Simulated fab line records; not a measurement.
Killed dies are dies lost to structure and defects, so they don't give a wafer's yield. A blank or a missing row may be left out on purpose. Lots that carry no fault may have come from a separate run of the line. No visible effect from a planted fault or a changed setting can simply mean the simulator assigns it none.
fab line records | flow gf180mcu
record lots=5 wafers=15 last-day=32
route steps=602 shown SAB@276 SALICIDE@278 CONTACT@287
lots untouched by any fault: they come from a run of this same line in which no faults occurred
start-h: hours from the record's first day to the start of the lot's first wafer shown | wait-h: hours elapsed since this lot's preceding step | " as in the row above | L1.1+2: a single row standing in for several wafers | - no value, or no start was given | * or withheld: withheld | < > ~ a bound
route shown NAME@n: NAME is a module with steps in the file, n the number in the route of the first one | usual: mean and standard deviation over wafers with no fault | same: alike in all rows | chamber/n: place in a boat | sites: the reading at each site | _std_site: the standard deviation of these | _edge_site: inner sites' mean taken away from outer sites' mean | radius-mm: for every site, how far away it sits from the centre of the wafer | mask NAME#n: copy n | behind: the most recent tool/chamber to have shaped the wafer | hold: the reason the lot was held/the length of the hold in hours/how it ended | device: the n, p or np transistor that did not switch | end of line: at the end of the route, the tests of the same wafers | where a step has no rows: the recipe by itself | killed: dies that structure and defects cost at the first sort, which is not the same as the wafer's yield | map: shows each die of a wafer: x if killed, . if not, _ if none is there
set.NAME: the run value of the setting; set.NAME@STEP: its run value at that earlier step | model.NAME: the simulator's own value behind a step, which no gauge read
lots at some steps of the route; a table a step, a row a wafer
services: when a tool's chamber went out of use (start-h, in hours from the record's first day, below 0 if earlier), for how many hours, and the reason
## steps
# step GF_SAB_WET_ETCH_12
# recipe chemistry=dHF target-depth-nm=22 dry=n2-spin target=SiO2 temp-c=25 dilution=100:1 time-s=440
# columns lot.wafer tool chamber start-h wait-h
L082.2+5+6 wet-bench-01 0 407.81 0.0
L085.1+5+6 wet-bench-01 0 432.35 0.0
L086.2+3+6 wet-bench-01 0 442.04 0.0
L087.3+4+5 wet-bench-03 1 460.39 0.0
L089.2+3+4 wet-bench-03 3 475.42 0.0
# step GF_SAB_STRIP_13
# recipe chemistry=O2/N2 power-w=1400 pressure-mtorr=1500 platen-temp-c=250 o2-flow-sccm=3000 n2-flow-sccm=300 overash-fraction=0.5
# usual drypump-motor-current-A=5.7/0.58 heater-power-w=317/57 oes-product-au=0.710/0.0038 strip-time-to-endpoint-s=12.62/0.037
# columns lot.wafer tool chamber start-h wait-h drypump-motor-current-A heater-power-w oes-product-au rf-hours-counter-h strip-time-to-endpoint-s
L082.2 plasma-asher-01 0 407.94 0.0 5.6 270 0.701 75 12.65
L082.5 " 0 " " 5.6 276 0.708 - 12.66
L082.6 " 1 " " 4.9 297 0.708 - 12.63
L085.1 plasma-asher-03 0 432.48 0.0 6.0 451 0.713 83 12.68
L085.5 " 0 " " 6.0 446 0.712 - 12.64
L085.6 " 1 " " 6.5 329 0.712 - 12.66
L086.2 plasma-asher-04 1 442.18 0.0 5.5 288 0.712 60 12.61
L086.3 " 1 " " 5.4 291 0.709 - 12.72
L086.6 " 0 " " 6.5 301 0.711 - 12.68
L087.3 plasma-asher-01 0 460.55 0.0 5.6 274 0.710 - 12.66
L087.4 " 1 " " 4.9 285 0.710 - 12.63
L087.5 " 0 " " 5.5 277 0.716 - 12.63
L089.2 plasma-asher-01 0 475.55 0.0 5.6 270 0.707 4 12.62
L089.3 " 1 " " 4.9 287 0.711 - 12.61
L089.4 " 0 " " 5.6 273 0.710 - 12.63
# step GF_SALICIDE_CLEAN_00
# recipe chemistry=SC1/SC2 mix=1:4:20 temp-c=70 time-s=150
# columns lot.wafer tool chamber start-h wait-h
L082.2+5+6 wet-bench-02 2 408.04 0.1
L085.1+5+6 wet-bench-02 1 432.58 0.1
L086.2+3+6 wet-bench-04 2 442.28 0.1
L087.3+4+5 wet-bench-04 3 460.62 0.0
L089.2+3+4 wet-bench-02 3 475.65 0.1
# step GF_SALICIDE_WET_ETCH_01
# recipe chemistry=dHF target-depth-nm=5 dry=ipa-marangoni target=SiO2 temp-c=25 dilution=100:1 time-s=100
# columns lot.wafer tool chamber start-h wait-h
L082.2+5+6 wet-bench-01 1 408.09 0.0
L085.1+5+6 wet-bench-01 1 432.63 0.0
L086.2+3+6 wet-bench-01 1 442.33 0.0
L087.3+4+5 wet-bench-01 0 460.67 0.0
L089.2+3+4 wet-bench-01 2 475.70 0.0
# step GF_SALICIDE_SPUTTER_02
# recipe material=Co target-thk-nm=10 power-w=1000 time-s=20 chamber-pressure-pa=0.4
# usual throttle-valve-pct=29.8/0.92
# columns lot.wafer tool chamber start-h wait-h throttle-valve-pct
L082.2 pvd-sputter-04 - 408.12 0.0 31.4
L082.5 " - " " 29.7
L082.6 " - " " 29.0
L085.1 pvd-sputter-04 - 432.66 0.0 28.9
L085.5 " - " " 29.7
L085.6 " - " " 29.1
L086.2 pvd-sputter-01 - 442.36 0.0 28.7
L086.3 " - " " 30.1
L086.6 " - " " 31.5
L087.3 pvd-sputter-01 - 460.71 0.0 29.9
L087.4 " - " " 28.6
L087.5 " - " " 28.8
L089.2 pvd-sputter-04 - 475.74 0.0 29.0
L089.3 " - " " 29.8
L089.4 " - " " 31.3
# step GF_SALICIDE_SPUTTER_03
# recipe material=TiN target-thk-nm=20 power-w=6500 time-s=16.7 chamber-pressure-pa=0.4
# usual throttle-valve-pct=29.9/0.95
# columns lot.wafer tool chamber start-h wait-h throttle-valve-pct
L082.2 pvd-sputter-04 - 408.15 0.0 31.5
L082.5 " - " " 29.6
L082.6 " - " " 29.1
L085.1 pvd-sputter-04 - 432.69 0.0 29.1
L085.5 " - " " 29.8
L085.6 " - " " 28.8
L086.2 pvd-sputter-01 - 442.39 0.0 28.3
L086.3 " - " " 30.1
L086.6 " - " " 31.3
L087.3 pvd-sputter-01 - 460.74 0.0 29.8
L087.4 " - " " 28.5
L087.5 " - " " 28.6
L089.2 pvd-sputter-04 - 475.77 0.0 29.2
L089.3 " - " " 29.8
L089.4 " - " " 31.2
# step GF_SALICIDE_RS_MEAS_04
# recipe thk-meas-gauge=four-point-probe reads=TiN_of_SALICIDE_SPUTTER_03+Co_of_SALICIDE_SPUTTER_02
# usual SALICIDE_TIN_RS=16.34/0.29
# columns lot.wafer tool chamber start-h wait-h SALICIDE_TIN_RS[ohm/sq]
L082.2 film-metro-02 - 408.20 0.0 16.63
L082.5 " - " " 16.70
L082.6 " - " " 16.78
L085.1 film-metro-02 - 432.72 0.0 16.86
L085.5 " - " " 16.72
L085.6 " - " " 16.59
L086.2 film-metro-01 - 442.43 0.0 15.99
L086.3 " - " " 15.98
L086.6 " - " " 15.92
L087.3 film-metro-02 - 460.80 0.1 16.18
L087.4 " - " " 16.03
L087.5 " - " " 16.17
L089.2 film-metro-01 - 475.81 0.0 16.70
L089.3 " - " " 16.53
L089.4 " - " " 16.60
# step GF_SALICIDE_THK_MEAS_05
# recipe thk-meas-gauge=xrf reads=TiN_of_SALICIDE_SPUTTER_03
# usual SALICIDE_TIN_THK=20.10/0.21
# columns lot.wafer tool chamber start-h wait-h SALICIDE_TIN_THK[nm]
L082.2 film-metro-02 - 408.31 0.1 20.47
L082.5 " - " " 20.37
L082.6 " - " " 20.35
L085.1 film-metro-02 - 432.84 0.1 20.23
L085.5 " - " " 20.20
L085.6 " - " " 20.05
L086.2 film-metro-01 - 442.54 0.1 19.76
L086.3 " - " " 19.92
L086.6 " - " " 20.09
L087.3 film-metro-02 - 460.90 0.1 20.13
L087.4 " - " " 20.04
L087.5 " - " " 20.19
L089.2 film-metro-01 - 475.92 0.1 19.80
L089.3 " - " " 19.97
L089.4 " - " " 19.98
# step GF_SALICIDE_RTA_06
# recipe temp-c=530 time-s=30 ambient=N2
# usual lamp-power-pct=6.97/0.073 wafer_temp_C_max=532.3/0.62
# columns lot.wafer tool chamber start-h wait-h lamp-power-pct wafer_temp_C_max
L082.2 rtp-anneal-02 0 408.37 0.1 6.89 533.4
L082.5 " 0 " " 6.89 533.0
L082.6 " 0 " " 6.91 532.4
L085.1 rtp-anneal-01 0 432.90 0.1 7.04 531.7
L085.5 " 0 " " 7.05 532.0
L085.6 " 0 " " 7.05 531.8
L086.2 rtp-anneal-02 0 442.61 0.1 6.90 532.4
L086.3 " 0 " " 6.90 532.5
L086.6 " 0 " " 6.88 532.4
L087.3 rtp-anneal-02 0 460.98 0.1 6.89 533.3
L087.4 " 0 " " 6.88 533.6
L087.5 " 0 " " 6.89 532.4
L089.2 rtp-anneal-02 0 475.99 0.1 6.89 532.4
L089.3 " 0 " " 6.89 532.1
L089.4 " 0 " " 6.89 532.6
# step GF_SALICIDE_WET_ETCH_07
# recipe chemistry=SPM target-depth-nm=120 dry=n2-spin
# columns lot.wafer tool chamber start-h wait-h
L082.2+5+6 wet-bench-01 1 408.46 0.1
L085.1+5+6 wet-bench-04 0 433.10 0.2
L086.2+3+6 wet-bench-01 1 442.69 0.1
L087.3+4+5 wet-bench-01 3 461.04 0.1
L089.2+3+4 wet-bench-04 2 476.07 0.1
# step GF_SALICIDE_RTA_08
# recipe temp-c=800 time-s=30 ambient=N2
# usual lamp-power-pct=19.32/0.2 wafer_temp_C_max=803.4/0.92
# columns lot.wafer tool chamber start-h wait-h lamp-power-pct wafer_temp_C_max
L082.2 rtp-anneal-01 0 408.57 0.0 19.56 803.3
L082.5 " 0 " " 19.57 802.1
L082.6 " 0 " " 19.57 802.3
L085.1 rtp-anneal-02 0 433.19 0.0 19.16 804.1
L085.5 " 0 " " 19.13 805.9
L085.6 " 0 " " 19.13 803.9
L086.2 rtp-anneal-01 0 442.80 0.0 19.53 802.6
L086.3 " 0 " " 19.54 803.7
L086.6 " 0 " " 19.55 802.2
L087.3 rtp-anneal-01 0 461.18 0.0 19.56 803.0
L087.4 " 0 " " 19.53 802.6
L087.5 " 0 " " 19.57 802.8
L089.2 rtp-anneal-01 0 476.19 0.0 19.55 803.0
L089.3 " 0 " " 19.55 802.9
L089.4 " 0 " " 19.52 802.9
# step GF_CONTACT_CVD_00
# recipe material=SiO2 target-thk-nm=300 sigma-open-frac=0.3 temp-c=400 time-s=50 sih4-flow-sccm=60 pressure-mtorr=6
# usual pressure-mtorr=6.000/0.012
# columns lot.wafer tool chamber start-h wait-h pressure-mtorr
L082.2 hdpcvd-02 0 408.65 0.1 5.978
L082.5 " 2 " " 5.980
L082.6 " 0 " " 5.991
L085.1 hdpcvd-01 2 433.29 0.1 6.005
L085.5 " 0 " " 6.017
L085.6 " 1 " " 6.014
L086.2 hdpcvd-02 1 442.89 0.1 5.996
L086.3 " 0 " " 5.999
L086.6 " 2 " " 5.998
L087.3 hdpcvd-02 1 461.27 0.1 6.019
L087.4 " 2 " " 5.974
L087.5 " 2 " " 6.002
L089.2 hdpcvd-01 1 476.27 0.1 5.987
L089.3 " 0 " " 5.988
L089.4 " 0 " " 5.980
# step GF_CONTACT_THK_MEAS_01
# recipe reads=SiO2_of_CONTACT_CVD_00
# usual CONTACT_CVD_00_THK=300.4/2.7
# columns lot.wafer tool chamber start-h wait-h CONTACT_CVD_00_THK[nm]
L082.2 film-metro-04 - 408.70 0.0 298.8
L082.5 " - " " 298.1
L082.6 " - " " 300.4
L085.1 film-metro-04 - 433.33 0.0 300.7
L085.5 " - " " 301.4
L085.6 " - " " 295.8
L086.2 film-metro-04 - 442.94 0.0 301.8
L086.3 " - " " 296.5
L086.6 " - " " 301.4
L087.3 film-metro-04 - 461.34 0.0 301.5
L087.4 " - " " 299.4
L087.5 " - " " 301.9
L089.2 film-metro-03 - 476.33 0.0 295.6
L089.3 " - " " 302.4
L089.4 " - " " 300.3
# step GF_CONTACT_CVD_02
# recipe material=SiO2 target-thk-nm=860 precursor=TEOS temp-c=400 time-s=95.992 rf-w=600
# usual heater-power-outer-w=403/74 heater-power-w=700/110
# columns lot.wafer tool chamber start-h wait-h heater-power-outer-w heater-power-w
L082.2 pecvd-02 1 408.75 0.0 363 672
L082.5 " 0 " " 322 573
L082.6 " 1 " " 403 745
L085.1 pecvd-04 0 433.39 0.1 422 665
L085.5 " 2 " " 432 755
L085.6 " 1 " " 366 641
L086.2 pecvd-04 0 442.99 0.0 351 566
L086.3 " 2 " " 429 738
L086.6 " 1 " " 471 772
L087.3 pecvd-02 0 461.38 0.0 336 581
L087.4 " 2 " " 318 624
L087.5 " 0 " " 237 464
L089.2 pecvd-02 0 476.38 0.0 243 463
L089.3 " 1 " " 419 736
L089.4 " 2 " " 361 663
# step GF_CONTACT_THK_MEAS_03
# recipe reads=SiO2_of_CONTACT_CVD_02
# usual CONTACT_CVD_02_THK=861/11
# columns lot.wafer tool chamber start-h wait-h CONTACT_CVD_02_THK[nm]
L082.2 film-metro-02 - 408.83 0.0 844
L082.5 " - " " 863
L082.6 " - " " 862
L085.1 film-metro-02 - 433.46 0.0 852
L085.5 " - " " 873
L085.6 " - " " 865
L086.2 film-metro-02 - 443.07 0.0 839
L086.3 " - " " 850
L086.6 " - " " 868
L087.3 film-metro-03 - 461.47 0.1 857
L087.4 " - " " 863
L087.5 " - " " 862
L089.2 film-metro-02 - 476.46 0.0 860
L089.3 " - " " 850
L089.4 " - " " 877
# step GF_CONTACT_CMP_04
# recipe material=SiO2 down-force-psi=4 platen-rpm=60 pad-velocity-m-s=0.94248
# usual motor-current-A=11.8/1.3 time-to-endpoint-s=110/5.6
# columns lot.wafer tool chamber start-h wait-h motor-current-A time-to-endpoint-s
L082.2 cmp-02 2 408.88 0.0 11.4 103
L082.6 " 2 " " 10.9 112
L082.5 " 3 " " 11.3 117
L085.1 cmp-02 1 433.57 0.1 9.6 106
L085.5 " 0 " " 12.2 112
L085.6 " 1 " " 8.5 108
L086.2 cmp-01 0 443.17 0.1 10.4 99
L086.3 " 1 " " 12.3 106
L086.6 " 3 " " 13.4 117
L087.3 cmp-02 0 461.51 0.0 11.9 109
L087.4 " 2 " " 10.8 113
L087.5 " 0 " " 12.6 115
L089.2 cmp-01 0 476.51 0.0 11.3 100
L089.4 " 1 " " 12.1 110
L089.3 " 2 " " 11.7 102
# step GF_CONTACT_BOW_MEAS_05
# recipe mode=bow
# usual CONTACT_BOW=66/6.7
# columns lot.wafer tool chamber start-h wait-h CONTACT_BOW[um]
L082.2 film-metro-04 - 409.20 0.3 66
L082.5 " - " " 66
L082.6 " - " " 54
L085.1 film-metro-04 - 433.82 0.2 70
L085.5 " - " " 73
L085.6 " - " " 68
L086.2 film-metro-02 - 443.44 0.2 64
L086.3 " - " " 69
L086.6 " - " " 72
L087.3 film-metro-03 - 461.85 0.3 69
L087.4 " - " " 67
L087.5 " - " " 63
L089.2 film-metro-02 - 476.83 0.3 67
L089.3 " - " " 78
L089.4 " - " " 71
# step GF_CONTACT_DEHYDRATE_06
# recipe temp-c=200 time-s=60
# usual plate-temp-C=200.00/0.16
# columns lot.wafer tool chamber start-h wait-h plate-temp-C
L082.2 litho-track-04 0 420.49 11.3 200.00
L082.5 " 0 " " 199.92
L082.6 " 0 " " 199.86
L085.1 litho-track-04 0 445.41 11.6 199.91
L085.5 " 0 " " 199.94
L085.6 " 0 " " 199.80
L086.2 litho-track-04 0 455.24 11.8 200.14
L086.3 " 0 " " 200.05
L086.6 " 0 " " 200.15
L087.3 litho-track-03 0 473.49 11.6 199.84
L087.4 " 0 " " 199.99
L087.5 " 0 " " 200.01
L089.2 litho-track-04 0 488.14 11.3 199.85
L089.3 " 0 " " 199.95
L089.4 " 0 " " 199.84
# step GF_CONTACT_HMDS_07
# recipe prime-time-s=60 prime-temp-c=120
# usual prime-temp-c=119.96/0.14
# columns lot.wafer tool chamber start-h wait-h prime-temp-c
L082.2 litho-track-04 0 420.64 0.1 120.07
L082.5 " 0 " " 119.84
L082.6 " 0 " " 120.35
L085.1 litho-track-04 0 445.56 0.1 119.75
L085.5 " 0 " " 119.71
L085.6 " 0 " " 119.87
L086.2 litho-track-04 0 455.39 0.1 120.02
L086.3 " 0 " " 120.05
L086.6 " 0 " " 120.02
L087.3 litho-track-03 0 473.64 0.1 119.93
L087.4 " 0 " " 120.10
L087.5 " 0 " " 119.79
L089.2 litho-track-04 0 488.29 0.1 119.85
L089.3 " 0 " " 120.00
L089.4 " 0 " " 119.94
# step GF_CONTACT_COAT_08
# recipe resist=BARC temp-c=withheld time-s=withheld spin-rpm=withheld resist-thk-nm=withheld
# columns lot.wafer tool chamber start-h wait-h
L082.2+5+6 litho-track-04 0 420.79 0.1
L085.1+5+6 litho-track-04 0 445.71 0.1
L086.2+3+6 litho-track-04 0 455.54 0.1
L087.3+4+5 litho-track-03 0 473.79 0.1
L089.2+3+4 litho-track-04 0 488.44 0.1
# step GF_CONTACT_COAT_09
# recipe resist=KrF spin-rpm=withheld resist-thk-nm=1000
# columns lot.wafer tool chamber start-h wait-h
L082.2+5+6 litho-track-04 0 - -
L085.1+5+6 litho-track-04 0 - -
L086.2+3+6 litho-track-04 0 - -
L087.3+4+5 litho-track-03 0 - -
L089.2+3+4 litho-track-04 0 - -
# step GF_CONTACT_SOFTBAKE_10
# recipe temp-c=130 time-s=60 resist=KrF
# usual plate-temp-C=129.97/0.13
# columns lot.wafer tool chamber start-h wait-h plate-temp-C
L082.2 litho-track-04 0 - - 129.94
L082.5 " 0 " " 130.11
L082.6 " 0 " " 130.13
L085.1 litho-track-04 0 - - 129.77
L085.5 " 0 " " 129.96
L085.6 " 0 " " 129.83
L086.2 litho-track-04 0 - - 129.81
L086.3 " 0 " " 129.95
L086.6 " 0 " " 129.92
L087.3 litho-track-03 0 - - 129.91
L087.4 " 0 " " 129.96
L087.5 " 0 " " 130.08
L089.2 litho-track-04 0 - - 129.93
L089.3 " 0 " " 129.87
L089.4 " 0 " " 129.90
# step GF_CONTACT_EXPOSE_11
# recipe mask-id=Contact target-cd-nm=220 na=0.68 source-shape=conventional sigma-outer=0.6 dose-mj=38
# columns lot.wafer tool chamber start-h wait-h mask
L082.2+5+6 krf-scanner-01 0 - - Contact#0
L085.1+5+6 krf-scanner-01 0 - - Contact#0
L086.2+3+6 krf-scanner-01 0 - - Contact#0
L087.3+4+5 krf-scanner-01 0 - - Contact#0
L089.2+3+4 krf-scanner-02 0 - - Contact#0
# step GF_CONTACT_PEB_12
# recipe peb-temp-c=135 peb-time-s=90 resist=KrF
# usual plate-temp-C=134.99/0.13
# columns lot.wafer tool chamber start-h wait-h plate-temp-C
L082.2 litho-track-03 0 - - 134.90
L082.5 " 0 " " 135.20
L082.6 " 0 " " 134.90
L085.1 litho-track-01 0 - - 135.07
L085.5 " 0 " " 134.86
L085.6 " 0 " " 135.09
L086.2 litho-track-01 0 - - 134.89
L086.3 " 0 " " 134.96
L086.6 " 0 " " 134.90
L087.3 litho-track-01 0 - - 134.96
L087.4 " 0 " " 135.04
L087.5 " 0 " " 135.10
L089.2 litho-track-03 0 - - 135.01
L089.3 " 0 " " 135.20
L089.4 " 0 " " 135.01
# step GF_CONTACT_DEVELOP_13
# recipe develop-time-s=60 resist=KrF dev-temp-c=21
# columns lot.wafer tool chamber start-h wait-h
L082.2+5+6 litho-track-03 0 433.37 0.2
L085.1+5+6 litho-track-01 0 459.02 0.2
L086.2+3+6 litho-track-01 0 467.39 0.2
L087.3+4+5 litho-track-01 0 486.27 0.1
L089.2+3+4 litho-track-03 0 500.21 0.2
# step GF_CONTACT_CD_MEAS_14
# recipe target-cd-nm=220
# usual cd-nm=219.9/1.4
# columns lot.wafer tool chamber start-h wait-h cd-nm
L082.2 cd-sem-01 - 433.51 0.1 221.8
L082.5 " - " " 220.2
L082.6 " - " " 220.7
L085.1 cd-sem-02 - 459.17 0.1 218.6
L085.5 " - " " 219.5
L085.6 " - " " 219.1
L086.2 cd-sem-01 - 467.54 0.1 220.0
L086.3 " - " " 220.7
L086.6 " - " " 219.5
L087.3 cd-sem-01 - 486.41 0.1 218.7
L087.4 " - " " 220.3
L087.5 " - " " 218.5
L089.2 cd-sem-01 - 500.36 0.1 218.8
L089.3 " - " " 216.9
L089.4 " - " " 217.3
# step GF_CONTACT_OVL_MEAS_15
# usual CONTACT_OVL=-2/4.6
# columns lot.wafer tool chamber start-h wait-h CONTACT_OVL[nm]
L082.2 overlay-01 - 433.62 0.1 -1
L082.5 " - " " 0
L082.6 " - " " 1
L085.1 overlay-01 - 459.29 0.1 -14
L085.5 " - " " -11
L085.6 " - " " -6
L086.2 overlay-02 - 467.64 0.1 -4
L086.3 " - " " -6
L086.6 " - " " 0
L087.3 overlay-02 - 486.50 0.1 -10
L087.4 " - " " -8
L087.5 " - " " -5
L089.2 overlay-01 - 500.47 0.1 2
L089.3 " - " " 9
L089.4 " - " " 4
# step GF_CONTACT_ETCH_16
# recipe chemistry=N2/H2 target-depth-a=withheld overetch-a=withheld time-s=withheld target=BARC ion-energy-ev=200 source-w=500 bias-w=100 pressure-mtorr=30 n2-flow-sccm=100 h2-flow-sccm=200
# usual drypump-motor-current-A=5.8/0.34 oes-product-au=0.854/0.0048 throttle-valve-pct=13.224/0.0085
# columns lot.wafer tool chamber start-h wait-h drypump-motor-current-A oes-product-au throttle-valve-pct
L082.2 rie-diel-03 0 433.65 0.0 5.7 0.855 13.225
L082.5 " 0 " " 5.7 0.863 13.232
L082.6 " 2 " " 6.3 0.852 13.223
L085.1 rie-diel-01 3 459.32 0.0 6.2 0.851 13.214
L085.5 " 0 " " 5.5 0.847 13.218
L085.6 " 1 " " 6.1 0.855 13.220
L086.2 rie-diel-03 3 467.67 0.0 5.6 0.862 13.218
L086.3 " 0 " " 5.7 0.853 13.207
L086.6 " 2 " " 6.3 0.857 13.230
L087.3 rie-diel-04 0 486.52 0.0 5.1 0.857 13.222
L087.4 " 2 " " 5.5 0.853 13.212
L087.5 " 1 " " 6.3 0.857 13.222
L089.2 rie-diel-04 2 500.50 0.0 5.5 0.844 13.228
L089.3 " 3 " " 6.0 0.851 13.223
L089.4 " 0 " " 5.1 0.855 13.232
# step GF_CONTACT_ETCH_17
# recipe chemistry=C4F8/O2/Ar mask-material=KrF target=SiO2 stop-on=CoSi2 source-w=1500 bias-w=1200 pressure-mtorr=40 c4f8-flow-sccm=withheld O2_flow_sccm=6 Ar_flow_sccm=300 time-s=withheld target-depth-a=8600
# usual oes-product-au=0.814/0.0055
# columns lot.wafer tool chamber start-h wait-h oes-product-au
L082.2 rie-diel-03 0 - - 0.809
L082.5 " 0 " " 0.810
L082.6 " 2 " " 0.825
L085.1 rie-diel-01 3 - - 0.804
L085.5 " 0 " " 0.812
L085.6 " 1 " " 0.810
L086.2 rie-diel-03 3 - - 0.818
L086.3 " 0 " " 0.812
L086.6 " 2 " " 0.824
L087.3 rie-diel-04 0 - - 0.813
L087.4 " 2 " " 0.817
L087.5 " 1 " " 0.812
L089.2 rie-diel-04 2 - - 0.807
L089.3 " 3 " " 0.812
L089.4 " 0 " " 0.805
# step GF_CONTACT_STRIP_18
# recipe chemistry=O2/N2 power-w=1400 pressure-mtorr=1500 platen-temp-c=250 o2-flow-sccm=3000 n2-flow-sccm=300 overash-fraction=0.5
# usual drypump-motor-current-A=5.7/0.53 heater-power-w=321/56 oes-product-au=0.581/0.0048
# columns lot.wafer tool chamber start-h wait-h drypump-motor-current-A heater-power-w oes-product-au rf-hours-counter-h
L082.2 plasma-asher-03 1 433.81 - 6.5 335 0.583 84
L082.5 " 1 " " 6.5 340 0.584 -
L082.6 " 0 " " 5.9 429 0.583 -
L085.1 plasma-asher-02 0 459.49 - 6.2 305 0.576 36
L085.5 " 0 " " 6.2 315 0.577 -
L085.6 " 1 " " 5.5 291 0.575 -
L086.2 plasma-asher-03 0 467.84 - 5.9 442 0.579 87
L086.3 " 1 " " 6.5 334 0.576 -
L086.6 " 0 " " 6.0 445 0.577 -
L087.3 plasma-asher-03 0 486.72 - 6.0 454 0.577 -
L087.4 " 1 " " 6.5 343 0.584 -
L087.5 " 0 " " 5.9 444 0.575 -
L089.2 plasma-asher-01 0 500.66 - 5.6 273 0.586 7
L089.3 " 1 " " 4.9 290 0.580 -
L089.4 " 0 " " 5.6 271 0.579 -
## services
# columns tool chamber start-h hours kind
wet-bench-03 - 384.78 4.4 pm
krf-scanner-01 - 396.19 1.3 pm
plasma-asher-01 - 397.34 2.8 pm
wet-bench-02 - 400.88 2.3 repair
plasma-asher-04 - 402.47 0.6 repair
krf-scanner-02 - 403.42 3.6 pm
cmp-01 - 404.17 4.0 pm
rie-diel-01 - 414.23 28.1 pm
cmp-01 - 419.02 2.0 repair
plasma-asher-01 - 421.25 9.0 pm
hdpcvd-01 - 425.18 6.0 pm
pvd-sputter-01 - 426.78 1.5 repair
rie-diel-04 3 432.63 1.8 repair
pecvd-02 - 439.07 0.7 repair
krf-scanner-01 - 447.03 0.8 pm
krf-scanner-02 - 453.31 4.4 pm
hdpcvd-02 0 455.62 18.0 repair
pecvd-02 - 459.24 1.6 repair
krf-scanner-02 - 468.33 1.0 pm
pvd-sputter-01 - 473.34 8.7 repair
plasma-asher-04 - 480.31 2.8 pm
cmp-01 - 486.87 0.6 repair
krf-scanner-01 - 488.16 4.0 pm
rie-diel-01 2 494.70 10.0 repair
## key
fault none
